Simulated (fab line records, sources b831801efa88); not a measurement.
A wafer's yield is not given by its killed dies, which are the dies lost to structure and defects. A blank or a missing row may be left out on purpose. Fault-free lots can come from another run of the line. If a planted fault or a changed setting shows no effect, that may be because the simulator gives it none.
Comparing a struck lot with a sound one	flow sky130	34 steps out of a route of 708
Sound: the wafers L246.2, L246.3, L246.6. Wafers struck: L253.1, L253.3, L253.6. At the end, the cause is stated.
Order at every step that has rows: each side's tool, ch and its chambers, its first start. Under that, the readings that differ: sound wafers	struck wafers	difference of the means	sigmas: that difference in standard deviations of wafers without a fault.
alike: readings with means less than 2 such deviations apart, plus words and numbers identical on both sides. not compared: withheld readings, readings lacking a value on some wafer, bounds such as >300 that could conceal the same value, and numbers that have no deviation in the record and whose values overlap.
The two part at a step that has a row with sigmas, a row that says differs or no value, or rows on one side only. Numbers that have no deviation but don't overlap get no sigmas and don't part them. Lack of a reading on every wafer of one side parts them only where that side has two or more wafers.

first, 10 steps without rows for these wafers: SKY_VIA1_EXPOSE_09 (exposes mask VIM, target cd 150 nm); SKY_VIA1_PEB_10; SKY_VIA1_DEVELOP_11 (develop time 60 s); SKY_VIA1_ETCH_14 (etches BARC in N2/H2, stops on SiO2, time 45.9 s, target depth 60 nm); SKY_VIA1_ETCH_15 (etches SiO2 in C4F8/O2/Ar, stops on TiN, target depth 351 nm, time 54 s); SKY_VIA1_STRIP_16 (strips in O2/N2); SKY_VIA1_STRIP_17 (strips in post etch residue remover, time 1200 s); SKY_VIA1_CLEAN_18 (cleans in IPA, time 180 s); SKY_VIA1_CLEAN_19 (cleans in O3/DIW); SKY_VIA1_SPUTTER_20 (material TiN, target thk 20 nm, time 80 s).
SKY_VIA1_CVD_21: deposits W, target thk 270 nm, time 80.902 s.
  sound on cvd_w-01 ch 0,1, day 37 16:24; struck on cvd_w-01 ch 0,1, day 39 18:22
  alike: heater_power_w
then, 22 steps without rows for these wafers: SKY_VIA1_CMP_24 (polishes, stops on SiO2, t overpolish 15 s, target thk 0 nm); SKY_METAL2_SPUTTER_00 (material Ti, target thk 15 nm, time 10 s); SKY_METAL2_SPUTTER_01 (material TiN, target thk 20 nm, time 16.7 s); SKY_METAL2_SPUTTER_02 (material AlCu, target thk 250 nm, time 13.3 s); SKY_METAL2_SPUTTER_03 (material Ti, target thk 5 nm, time 3.3 s); SKY_METAL2_SPUTTER_04 (material TiN, target thk 70 nm, time 58.3 s); SKY_METAL2_DEHYDRATE_07 (time 60 s); SKY_METAL2_HMDS_08 (prime time 60 s); SKY_METAL2_COAT_09 (resist thk 60 nm); SKY_METAL2_COAT_10 (resist thk 450 nm); SKY_METAL2_SOFTBAKE_11 (time 90 s); SKY_METAL2_EXPOSE_12 (exposes mask MM2, target cd 140 nm); SKY_METAL2_PEB_13; SKY_METAL2_DEVELOP_14 (develop time 60 s); SKY_METAL2_DESCUM_17 (chemistry O2, time 8 s); SKY_METAL2_ETCH_18 (etches BARC in N2/H2, stops on SiO2, time 45.9 s, target depth 60 nm); SKY_METAL2_METAL_ETCH_19 (etches the open film in Cl2/BCl3, stops on SiO2, target depth 360 nm, time 78 s); SKY_METAL2_STRIP_20 (strips in O2/N2); SKY_METAL2_STRIP_21 (strips in post etch residue remover, time 1200 s); SKY_METAL2_CLEAN_22 (cleans in IPA, time 180 s); SKY_METAL2_CLEAN_23 (cleans in O3/DIW); SKY_VIA2_HDPCVD_00 (deposits SiO2, target thk 1180 nm, time 196.7 s).
-- the record jumps here: 10 days lie between the struck wafers' starts before and after (it left off in module VIA2 and takes up again in module PAD_OPEN, whose first step shown is number 708 of the route) --
SKY_PAD_OPEN_PROBE_99:
  struck on prober-02, day 50 00:50; sound on prober-02, day 48 16:58
reading	sound	struck	difference	sigmas
defect_limited_yield (%)	81.5 81.3 83.9	79.9 74.8 75.4	-5.5	-3
killed_at_M0_to_M3	41 49 42	68 87 79	+34	+5
killed_dies	91 92 79	99 124 121	+27	+3
sort_bin_3_pad_short (%)	1.0 1.6 0.4	2.4 2.0 2.2	+1.2	+3
sort_bin_5_function (%)	10.8 10.8 9.1	11.2 18.3 14.8	+4.5	+3
sort_n_pass	401 400 413	393 368 371	-27	-3
sort_yield_pct (%)	81.5 81.3 83.9	79.9 74.8 75.4	-5.5	-3
model.etest.tester.sort_n_pass	401 400 413	393 368 371	-27	
model.etest.tester.sort_yield_pct (%)	81.5 81.3 83.94	79.88 74.8 75.41	-5.55	
model.etest.tester.sort_bin_5_pct (%)	10.77 10.77 9.146	11.18 18.29 14.84	+4.54	
model.etest.tester.sort_bin_3_pct (%)	1.016 1.626 0.4065	2.439 2.033 2.236	+1.220	
  alike: killed_at_M4_up, killed_at_contacts, killed_at_front_end, killed_at_other, killed_open, killed_short, sort_bin_6_memory

== WHERE THEY PART ==
Within this record, at SKY_PAD_OPEN_PROBE_99 only.

WHY: what the simulator had put in
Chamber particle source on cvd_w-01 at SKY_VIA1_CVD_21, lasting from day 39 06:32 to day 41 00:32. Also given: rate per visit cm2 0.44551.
